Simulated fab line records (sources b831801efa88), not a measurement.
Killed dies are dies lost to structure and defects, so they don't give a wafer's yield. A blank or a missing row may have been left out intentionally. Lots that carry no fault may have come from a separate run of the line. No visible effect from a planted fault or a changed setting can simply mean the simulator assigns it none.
fab line records	flow sky130	part 1 of 2: steps 1 to 24 of 33
record lots=5	wafers=15	lastDay=49
route steps=708 shown SD_N@356 SD_P@359 RES_XHIGH@360 SALICIDE@361 LI_CONTACT@362 LOCAL_INTERCONNECT@387
lots with no fault: from the same line, run without faults
startH: the number of hours between the record's first day and the start of the first shown wafer of the lot	waitH: how many hours have passed since the lot's step before this one	" identical to the entry in the row above	L1.1+2: a single row standing in for several wafers	- no value present, or no start provided	* or withheld: withheld	< > ~ a bound
route shown NAME@n: NAME is a module with steps in the file, n the number in the route of the first one	usual: the fault-free wafers' mean and standard deviation	same: alike in all rows	chamber/n: place in a boat	sites: readings site by site	_std_site: how widely they spread, as a standard deviation	_edge_site: inner sites' mean taken away from outer sites' mean	radiusMm: how far each site lies from the wafer's centre	mask NAME#n: copy n	behind: the tool/chamber that last shaped the wafer	hold: cause of the lot's hold/its duration in hours/its outcome	device: transistor that didn't switch, given as n, p or np	end of line: tests run on the same wafers once the route is complete	step lacking rows: just its recipe	killed: at the first sort, the dies lost to defects and structure; wafer yield is something else	map: a wafer's dies, marking killed ones x, the rest . and places with no die _
set.NAME: setting as actually run; set.NAME@STEP: the setting as run at that earlier step	model.NAME: the simulator's own value behind a step, which no gauge read
lots seen at some steps along the route; tables by step, rows by wafer
services: when a tool's chamber went out of use (startH, in hours from the record's first day, below 0 if earlier), for how many hours, and the reason
## steps
# step SKY_SD_N_RTA_14
# recipe tempC=1075	timeS=2	idleTempC=650	rampUpCPerS=150	rampDownCPerS=90	ambient=N2
# usual lampPowerPct=15.74/0.056	wafer_temp_C_max=1078.1/1.3
lot.wafer	tool	chamber	startH	waitH	lampPowerPct	wafer_temp_C_max
L075.3	rtpAnneal-01	0	666.35	0.0	15.72	1077.4
L075.5	"	0	"	"	15.70	1076.5
L075.6	"	0	"	"	15.74	1079.4
L077.1	rtpAnneal-02	0	680.66	0.0	15.71	1078.4
L077.2	"	0	"	"	15.71	1078.0
L077.6	"	0	"	"	15.82	1081.6
L086.2	rtpAnneal-02	0	771.62	0.0	15.70	1077.9
L086.4	"	0	"	"	15.75	1078.6
L086.5	"	0	"	"	15.86	1077.8
L092.1	rtpAnneal-02	0	796.26	0.0	15.71	1077.5
L092.2	"	0	"	"	15.62	1078.2
L092.6	"	0	"	"	15.72	1075.4
L093.2	rtpAnneal-01	0	798.02	0.0	15.70	1077.3
L093.3	"	0	"	"	15.63	1076.1
L093.4	"	0	"	"	15.80	1078.2
# step SKY_SD_N_RS_MEAS_16
# recipe thkMeasGauge=four-point-probe
# usual SD_N_RS=68.56/0.1
lot.wafer	tool	chamber	startH	waitH	SD_N_RS[ohm/sq]
L075.3	filmMetro-04	-	666.58	0.1	68.42
L075.5	"	-	"	"	68.46
L075.6	"	-	"	"	68.62
L077.1	filmMetro-04	-	680.84	0.1	68.52
L077.2	"	-	"	"	68.52
L077.6	"	-	"	"	68.44
L086.2	filmMetro-02	-	771.80	0.1	68.60
L086.4	"	-	"	"	68.44
L086.5	"	-	"	"	68.71
L092.1	filmMetro-01	-	796.43	0.1	68.82
L092.2	"	-	"	"	68.57
L092.6	"	-	"	"	68.68
L093.2	filmMetro-02	-	798.20	0.1	68.61
L093.3	"	-	"	"	68.41
L093.4	"	-	"	"	68.62
# step SKY_SD_N_RS_MEAS_17
# recipe thkMeasGauge=four-point-probe
# usual SD_P_RS=147.1/0.37
lot.wafer	tool	chamber	startH	waitH	SD_P_RS[ohm/sq]
L075.3	filmMetro-04	-	666.70	0.1	146.8
L075.5	"	-	"	"	146.7
L075.6	"	-	"	"	146.9
L077.1	filmMetro-04	-	680.96	0.1	146.3
L077.2	"	-	"	"	147.0
L077.6	"	-	"	"	146.4
L086.2	filmMetro-02	-	771.92	0.1	147.5
L086.4	"	-	"	"	147.7
L086.5	"	-	"	"	147.5
L092.1	filmMetro-01	-	796.55	0.1	147.5
L092.2	"	-	"	"	147.3
L092.6	"	-	"	"	147.4
L093.2	filmMetro-02	-	798.32	0.1	146.8
L093.3	"	-	"	"	147.1
L093.4	"	-	"	"	147.3
# step SKY_SD_N_RS_MEAS_18
# recipe thkMeasGauge=four-point-probe
# usual RES_XHIGH_RS=333.0/1.4
lot.wafer	tool	chamber	startH	waitH	RES_XHIGH_RS[ohm/sq]
L075.3	filmMetro-04	-	666.82	0.1	332.4
L075.5	"	-	"	"	331.5
L075.6	"	-	"	"	332.2
L077.1	filmMetro-04	-	681.08	0.1	334.6
L077.2	"	-	"	"	333.2
L077.6	"	-	"	"	331.9
L086.2	filmMetro-02	-	772.04	0.1	331.4
L086.4	"	-	"	"	330.7
L086.5	"	-	"	"	330.0
L092.1	filmMetro-01	-	796.67	0.1	330.4
L092.2	"	-	"	"	329.6
L092.6	"	-	"	"	331.5
L093.2	filmMetro-02	-	798.44	0.1	335.6
L093.3	"	-	"	"	335.5
L093.4	"	-	"	"	333.9
# step SKY_SALICIDE_CLEAN_00
# recipe chemistry=HF-last	timeS=30	dilution=100:1	dry=ipaMarangoni
lot.wafer	tool	chamber	startH	waitH
L075.3+5+6	wetBench-04	3	666.90	0.1
L077.1+2+6	wetBench-03	3	681.20	0.1
L086.2+4+5	wetBench-03	3	772.14	0.1
L092.1+2+6	wetBench-04	1	796.79	0.1
L093.2+3+4	wetBench-03	2	798.54	0.1
# step SKY_LI_CONTACT_HDPCVD_00
# recipe material=PSG	targetThkNm=930	sigmaOpenFrac=0.3	timeS=155	tempC=600	sih4FlowSccm=60	pressureMtorr=6
lot.wafer	tool	chamber	startH	waitH
L075.3+5+6	hdpcvd-01	2,1,0	666.92	0.0
L077.1+2+6	hdpcvd-02	0,1,0	681.21	0.0
L086.2+4+5	hdpcvd-01	1,2,0	772.16	0.0
L092.1+2+6	hdpcvd-02	1,2,0	796.81	0.0
L093.2+3+4	hdpcvd-02	2,0,1	798.58	0.0
# step SKY_LI_CONTACT_THK_MEAS_01
# recipe reads=PSG_of_LI_CONTACT_HDPCVD_00
# usual LI_CONTACT_HDPCVD_THK=933/9.7
lot.wafer	tool	chamber	startH	waitH	LI_CONTACT_HDPCVD_THK[nm]
L075.3	filmMetro-04	-	667.04	0.1	926
L075.5	"	-	"	"	915
L075.6	"	-	"	"	927
L077.1	filmMetro-01	-	681.32	0.1	939
L077.2	"	-	"	"	946
L077.6	"	-	"	"	947
L086.2	filmMetro-02	-	772.27	0.1	931
L086.4	"	-	"	"	932
L086.5	"	-	"	"	930
L092.1	filmMetro-04	-	796.91	0.1	936
L092.2	"	-	"	"	942
L092.6	"	-	"	"	937
L093.2	filmMetro-04	-	798.69	0.1	929
L093.3	"	-	"	"	940
L093.4	"	-	"	"	930
# step SKY_LI_CONTACT_CMP_02
# recipe material=PSG	downForcePsi=4	platenRpm=60	padVelocityMS=0.94248
# usual motorCurrentA=12.7/1.2	timeToEndpointS=33/3
lot.wafer	tool	chamber	startH	waitH	motorCurrentA	timeToEndpointS
L075.3	cmp-01	1	667.18	0.1	12.9	35
L075.6	"	3	"	"	11.1	35
L075.5	"	0	"	"	11.7	34
L077.2	cmp-01	3	681.43	0.1	11.6	35
L077.1	"	1	"	"	12.4	35
L077.6	"	3	"	"	11.4	34
L086.4	cmp-02	3	772.37	0.1	14.4	32
L086.2	"	1	"	"	12.7	30
L086.5	"	2	"	"	12.7	27
L092.2	cmp-02	2	797.02	0.1	12.7	32
L092.1	"	3	"	"	14.0	30
L092.6	"	2	"	"	12.4	32
L093.2	cmp-01	1	798.74	0.0	13.4	36
L093.3	"	2	"	"	13.3	33
L093.4	"	0	"	"	11.3	37
# step SKY_LI_CONTACT_BOW_MEAS_03
# recipe mode=bow
# usual LI_CONTACT_BOW=56/6.3
lot.wafer	tool	chamber	startH	waitH	LI_CONTACT_BOW[um]
L075.3	filmMetro-04	-	667.42	0.2	57
L075.5	"	-	"	"	44
L075.6	"	-	"	"	54
L077.1	filmMetro-02	-	681.68	0.1	48
L077.2	"	-	"	"	52
L077.6	"	-	"	"	49
L086.2	filmMetro-02	-	772.64	0.1	55
L086.4	"	-	"	"	55
L086.5	"	-	"	"	53
L092.1	filmMetro-02	-	797.27	0.1	54
L092.2	"	-	"	"	47
L092.6	"	-	"	"	59
L093.2	filmMetro-01	-	799.06	0.3	59
L093.3	"	-	"	"	49
L093.4	"	-	"	"	52
# step SKY_LI_CONTACT_DEHYDRATE_04
# recipe tempC=200	timeS=60
# usual resistLineTempC=23.02/0.1
lot.wafer	tool	chamber	startH	waitH	resistLineTempC
L075.3	lithoTrack-04	0	680.63	13.2	23.21
L075.5	"	0	"	"	23.02
L075.6	"	0	"	"	23.01
L077.1	lithoTrack-03	0	694.75	13.1	23.07
L077.2	"	0	"	"	23.16
L077.6	"	0	"	"	23.07
L086.2	lithoTrack-03	0	783.72	11.1	23.12
L086.4	"	0	"	"	22.90
L086.5	"	0	"	"	22.92
L092.1	lithoTrack-01	0	809.50	12.2	23.07
L092.2	"	0	"	"	23.02
L092.6	"	0	"	"	22.89
L093.2	lithoTrack-03	0	811.17	12.1	22.87
L093.3	"	0	"	"	22.99
L093.4	"	0	"	"	23.03
# step SKY_LI_CONTACT_HMDS_05
# recipe primeTimeS=60	primeTempC=120
# usual resistLineTempC=23.04/0.1
lot.wafer	tool	chamber	startH	waitH	resistLineTempC
L075.3	lithoTrack-04	0	680.78	0.1	23.04
L075.5	"	0	"	"	23.14
L075.6	"	0	"	"	23.04
L077.1	lithoTrack-03	0	694.90	0.1	23.11
L077.2	"	0	"	"	23.18
L077.6	"	0	"	"	23.07
L086.2	lithoTrack-03	0	783.87	0.1	23.21
L086.4	"	0	"	"	23.17
L086.5	"	0	"	"	22.88
L092.1	lithoTrack-01	0	809.65	0.1	23.06
L092.2	"	0	"	"	22.95
L092.6	"	0	"	"	22.91
L093.2	lithoTrack-03	0	811.32	0.1	23.30
L093.3	"	0	"	"	23.08
L093.4	"	0	"	"	23.21
# step SKY_LI_CONTACT_COAT_06
# recipe resist=BARC	tempC=withheld	timeS=withheld	spinRpm=3000	resistThkNm=60
# usual dispensePressureKPa=47.6/1.7	resistLineTempC=*
lot.wafer	tool	chamber	startH	waitH	dispensePressureKPa	resistLineTempC
L075.3	lithoTrack-04	0	680.93	0.1	47.3	*
L075.5	"	0	"	"	47.3	*
L075.6	"	0	"	"	47.3	*
L077.1	lithoTrack-03	0	695.05	0.1	51.3	*
L077.2	"	0	"	"	51.3	*
L077.6	"	0	"	"	51.3	*
L086.2	lithoTrack-03	0	784.02	0.1	51.3	*
L086.4	"	0	"	"	51.4	*
L086.5	"	0	"	"	51.3	*
L092.1	lithoTrack-01	0	809.80	0.1	46.6	*
L092.2	"	0	"	"	46.6	*
L092.6	"	0	"	"	46.6	*
L093.2	lithoTrack-03	0	811.47	0.1	51.3	*
L093.3	"	0	"	"	51.3	*
L093.4	"	0	"	"	51.3	*
# step SKY_LI_CONTACT_COAT_07
# recipe resist=KrF-thick	spinRpm=3000	resistThkNm=450
# usual dispensePressureKPa=47.6/1.7	resistLineTempC=22.98/0.1
lot.wafer	tool	chamber	startH	waitH	dispensePressureKPa	resistLineTempC
L075.3	lithoTrack-04	0	-	-	47.4	22.98
L075.5	"	0	"	"	47.4	23.12
L075.6	"	0	"	"	47.4	23.12
L077.1	lithoTrack-03	0	-	-	51.4	22.98
L077.2	"	0	"	"	51.4	23.00
L077.6	"	0	"	"	51.4	23.02
L086.2	lithoTrack-03	0	-	-	51.5	22.93
L086.4	"	0	"	"	51.5	23.04
L086.5	"	0	"	"	51.4	23.05
L092.1	lithoTrack-01	0	-	-	46.6	23.02
L092.2	"	0	"	"	46.6	22.99
L092.6	"	0	"	"	46.7	22.87
L093.2	lithoTrack-03	0	-	-	51.4	23.06
L093.3	"	0	"	"	51.5	23.14
L093.4	"	0	"	"	51.5	23.14
# step SKY_LI_CONTACT_SOFTBAKE_08
# recipe tempC=100	timeS=90	resist=KrF-thick
# usual resistLineTempC=23.01/0.11
lot.wafer	tool	chamber	startH	waitH	resistLineTempC
L075.3	lithoTrack-04	0	-	-	22.88
L075.5	"	0	"	"	22.88
L075.6	"	0	"	"	22.92
L077.1	lithoTrack-03	0	-	-	22.83
L077.2	"	0	"	"	22.88
L077.6	"	0	"	"	22.90
L086.2	lithoTrack-03	0	-	-	23.01
L086.4	"	0	"	"	23.11
L086.5	"	0	"	"	23.07
L092.1	lithoTrack-01	0	-	-	23.08
L092.2	"	0	"	"	23.06
L092.6	"	0	"	"	23.11
L093.2	lithoTrack-03	0	-	-	22.82
L093.3	"	0	"	"	23.04
L093.4	"	0	"	"	23.05
# step SKY_LI_CONTACT_EXPOSE_09
# recipe maskId=LICM1	na=0.8	sourceShape=annular	sigmaInner=0.55	sigmaOuter=0.85	targetCdNm=170	doseMj=38
# usual exposureDoseMJCm2=37.94/0.044
# same na=0.8
lot.wafer	tool	chamber	startH	waitH	mask	exposureDoseMJCm2
L075.3	krfScanner-02	0	-	-	LICM1#0	37.88
L075.5	"	0	"	"	LICM1#0	37.90
L075.6	"	0	"	"	LICM1#0	37.92
L077.1	krfScanner-02	0	-	-	LICM1#0	37.97
L077.2	"	0	"	"	LICM1#0	37.97
L077.6	"	0	"	"	LICM1#0	37.98
L086.2	krfScanner-02	0	-	-	LICM1#0	37.97
L086.4	"	0	"	"	LICM1#0	37.99
L086.5	"	0	"	"	LICM1#0	37.97
L092.1	krfScanner-02	0	-	-	LICM1#0	37.93
L092.2	"	0	"	"	LICM1#0	37.94
L092.6	"	0	"	"	LICM1#0	37.93
L093.2	krfScanner-01	0	-	-	LICM1#0	37.93
L093.3	"	0	"	"	LICM1#0	37.87
L093.4	"	0	"	"	LICM1#0	37.94
# step SKY_LI_CONTACT_PEB_10
# recipe pebTempC=withheld	pebTimeS=withheld	resist=KrF-thick
# usual resistLineTempC=*
lot.wafer	tool	chamber	startH	waitH	resistLineTempC
L075.3	lithoTrack-04	0	-	-	*
L075.5	"	0	"	"	*
L075.6	"	0	"	"	*
L077.1	lithoTrack-01	0	-	-	*
L077.2	"	0	"	"	*
L077.6	"	0	"	"	*
L086.2	lithoTrack-04	0	-	-	*
L086.4	"	0	"	"	*
L086.5	"	0	"	"	*
L092.1	lithoTrack-03	0	-	-	*
L092.2	"	0	"	"	*
L092.6	"	0	"	"	*
L093.2	lithoTrack-01	0	-	-	*
L093.3	"	0	"	"	*
L093.4	"	0	"	"	*
# step SKY_LI_CONTACT_DEVELOP_11
# recipe developTimeS=60	resist=KrF-thick	devTempC=21
# usual resistLineTempC=23.00/0.11
lot.wafer	tool	chamber	startH	waitH	resistLineTempC
L075.3	lithoTrack-04	0	-	-	22.94
L075.5	"	0	"	"	22.90
L075.6	"	0	"	"	22.92
L077.1	lithoTrack-01	0	-	-	23.09
L077.2	"	0	"	"	23.06
L077.6	"	0	"	"	23.03
L086.2	lithoTrack-04	0	-	-	22.86
L086.4	"	0	"	"	22.95
L086.5	"	0	"	"	22.91
L092.1	lithoTrack-03	0	-	-	23.10
L092.2	"	0	"	"	23.28
L092.6	"	0	"	"	23.12
L093.2	lithoTrack-01	0	-	-	22.93
L093.3	"	0	"	"	22.81
L093.4	"	0	"	"	22.98
# step SKY_LI_CONTACT_CD_MEAS_12
# recipe targetCdNm=170
# usual cdNm=170.4/0.97
lot.wafer	tool	chamber	startH	waitH	cdNm
L075.3	cdSem-02	-	694.82	-	169.9
L075.5	"	-	"	"	170.4
L075.6	"	-	"	"	170.5
L077.1	cdSem-01	-	709.60	-	172.1
L077.2	"	-	"	"	170.0
L077.6	"	-	"	"	169.7
L086.2	cdSem-01	-	798.90	-	171.1
L086.4	"	-	"	"	171.6
L086.5	"	-	"	"	171.7
L092.1	cdSem-02	-	823.60	-	170.1
L092.2	"	-	"	"	169.4
L092.6	"	-	"	"	168.8
L093.2	cdSem-01	-	825.87	-	172.9
L093.3	"	-	"	"	172.0
L093.4	"	-	"	"	171.8
# step SKY_LI_CONTACT_OVL_MEAS_13
# usual LI_CONTACT_OVL=2/5.9
lot.wafer	tool	chamber	startH	waitH	LI_CONTACT_OVL[nm]
L075.3	overlay-01	-	694.91	0.1	-8
L075.5	"	-	"	"	-4
L075.6	"	-	"	"	-6
L077.1	overlay-01	-	709.72	0.1	2
L077.2	"	-	"	"	7
L077.6	"	-	"	"	5
L086.2	overlay-02	-	799.00	0.1	11
L086.4	"	-	"	"	-1
L086.5	"	-	"	"	11
L092.1	overlay-01	-	823.72	0.1	-1
L092.2	"	-	"	"	2
L092.6	"	-	"	"	10
L093.2	overlay-01	-	825.97	0.1	2
L093.3	"	-	"	"	-2
L093.4	"	-	"	"	-3
# step SKY_LI_CONTACT_ETCH_14
# recipe chemistry=N2/H2	target=BARC	ionEnergyEv=200	sourceW=500	biasW=100	pressureMtorr=30	n2FlowSccm=100	h2FlowSccm=200	stopOn=SiO2	timeS=45.9	targetDepthA=600
# usual drypumpMotorCurrentA=5.7/0.55	oesProductAu=0.855/0.0048	rfFwdPowerW=495.4/1.9	throttleValvePct=13.225/0.009
lot.wafer	tool	chamber	startH	waitH	drypumpMotorCurrentA	oesProductAu	rfFwdPowerW	rfHoursCounterH	throttleValvePct
L075.3	rieDiel-04	0	694.93	0.0	6.4	0.856	493.7	8	13.224
L075.5	"	2	"	"	5.7	0.853	491.9	-	13.220
L075.6	"	3	"	"	6.4	0.858	495.7	-	13.248
L077.1	rieDiel-04	1	709.75	0.0	4.8	0.853	494.4	43	13.231
L077.2	"	0	"	"	6.4	0.857	495.1	8	13.213
L077.6	"	2	"	"	5.7	0.860	493.4	-	13.218
L086.2	rieDiel-01	2	799.03	0.0	5.2	0.852	498.2	15	13.220
L086.4	"	1	"	"	5.6	0.852	497.0	5	13.219
L086.5	"	0	"	"	5.5	0.849	495.3	-	13.209
L092.1	rieDiel-01	2	823.75	0.0	5.2	0.852	496.0	16	13.219
L092.2	"	3	"	"	5.8	0.858	493.8	0	13.208
L092.6	"	2	"	"	5.2	0.860	497.6	-	13.223
L093.2	rieDiel-04	1	826.00	0.0	4.8	0.859	495.7	1	13.226
L093.3	"	0	"	"	6.4	0.855	495.5	13	13.215
L093.4	"	2	"	"	5.7	0.854	493.8	19	13.232
# step SKY_LI_CONTACT_ETCH_15
# recipe target=PSG	chemistry=C4F8/O2/Ar	stopOn=Si	taperDeg=4.15	maskMaterial=KrF-thick	sourceW=1500	biasW=1200	pressureMtorr=40	c4f8FlowSccm=withheld	O2_flow_sccm=6	Ar_flow_sccm=300	timeS=withheld	targetDepthA=6000
# usual oesProductAu=0.836/0.0046	rfFwdPowerW=1494/5.2
lot.wafer	tool	chamber	startH	waitH	oesProductAu	rfFwdPowerW
L075.3	rieDiel-04	0	694.98	0.0	0.829	1497
L075.5	"	2	"	"	0.840	1484
L075.6	"	3	"	"	0.838	1490
L077.1	rieDiel-04	1	709.79	0.0	0.829	1504
L077.2	"	0	"	"	0.845	1493
L077.6	"	2	"	"	0.830	1503
L086.2	rieDiel-01	2	799.08	0.0	0.837	1496
L086.4	"	1	"	"	0.838	1492
L086.5	"	0	"	"	0.839	1500
L092.1	rieDiel-01	2	823.80	0.0	0.839	1500
L092.2	"	3	"	"	0.833	1490
L092.6	"	2	"	"	0.834	1500
L093.2	rieDiel-04	1	826.05	0.0	0.837	1492
L093.3	"	0	"	"	0.846	1492
L093.4	"	2	"	"	0.843	1480
# step SKY_LI_CONTACT_STRIP_16
# recipe chemistry=O2/N2	powerW=1400	pressureMtorr=1500	platenTempC=withheld	o2FlowSccm=3000	n2FlowSccm=300	overashFraction=0.5
# usual drypumpMotorCurrentA=5.4/0.33	oesProductAu=0.376/0.0045	stripTimeToEndpointS=3.51/0.04
lot.wafer	tool	chamber	startH	waitH	drypumpMotorCurrentA	oesProductAu	rfHoursCounterH	stripTimeToEndpointS
L075.3	plasmaAsher-03	1	695.09	-	5.2	0.374	-	3.55
L075.5	"	1	"	"	5.2	0.377	-	3.49
L075.6	"	0	"	"	4.9	0.372	-	3.48
L077.1	plasmaAsher-03	1	709.88	-	5.2	0.375	88	3.52
L077.2	"	0	"	"	4.9	0.376	88	3.50
L077.6	"	0	"	"	4.9	0.377	-	3.47
L086.2	plasmaAsher-02	1	799.16	-	5.6	0.381	6	3.52
L086.4	"	0	"	"	5.8	0.378	-	3.52
L086.5	"	0	"	"	5.8	0.376	-	3.57
L092.1	plasmaAsher-03	1	823.88	-	5.2	0.375	99	3.51
L092.2	"	0	"	"	4.9	0.381	99	3.60
L092.6	"	1	"	"	5.2	0.378	-	3.51
L093.2	plasmaAsher-03	1	826.13	-	5.2	0.376	99	3.55
L093.3	"	1	"	"	5.2	0.375	-	3.53
L093.4	"	0	"	"	4.9	0.377	-	3.48
# step SKY_LI_CONTACT_CLEAN_17
# recipe chemistry=NMP	timeS=600	tempC=60	dry=n2Spin
# usual bathHeatDutyPct=10.9/1.4
lot.wafer	tool	chamber	startH	waitH	bathHeatDutyPct
L075.3	wetBench-02	1	695.16	0.0	11.6
L075.5	"	1	"	"	12.1
L075.6	"	1	"	"	11.6
L077.1	wetBench-04	0	709.98	0.1	9.7
L077.2	"	0	"	"	10.7
L077.6	"	0	"	"	10.4
L086.2	wetBench-04	2	799.26	0.1	8.8
L086.4	"	2	"	"	9.7
L086.5	"	2	"	"	9.2
L092.1	wetBench-04	1	823.98	0.1	10.7
L092.2	"	1	"	"	11.4
L092.6	"	1	"	"	10.6
L093.2	wetBench-01	0	826.23	0.1	13.2
L093.3	"	0	"	"	12.4
L093.4	"	0	"	"	14.0
# step SKY_LI_CONTACT_PRE_CLEAN_18
# recipe gas=Ar	timeS=5.6	biasV=358
lot.wafer	tool	chamber	startH	waitH
L075.3+5+6	pvdSputter-02	-	695.34	0.0
L077.1+2+6	pvdSputter-01	-	710.15	0.0
L086.2+4+5	pvdSputter-02	-	799.44	0.0
L092.1+2+6	pvdSputter-02	-	824.17	0.0
L093.2+3+4	pvdSputter-02	-	826.42	0.0
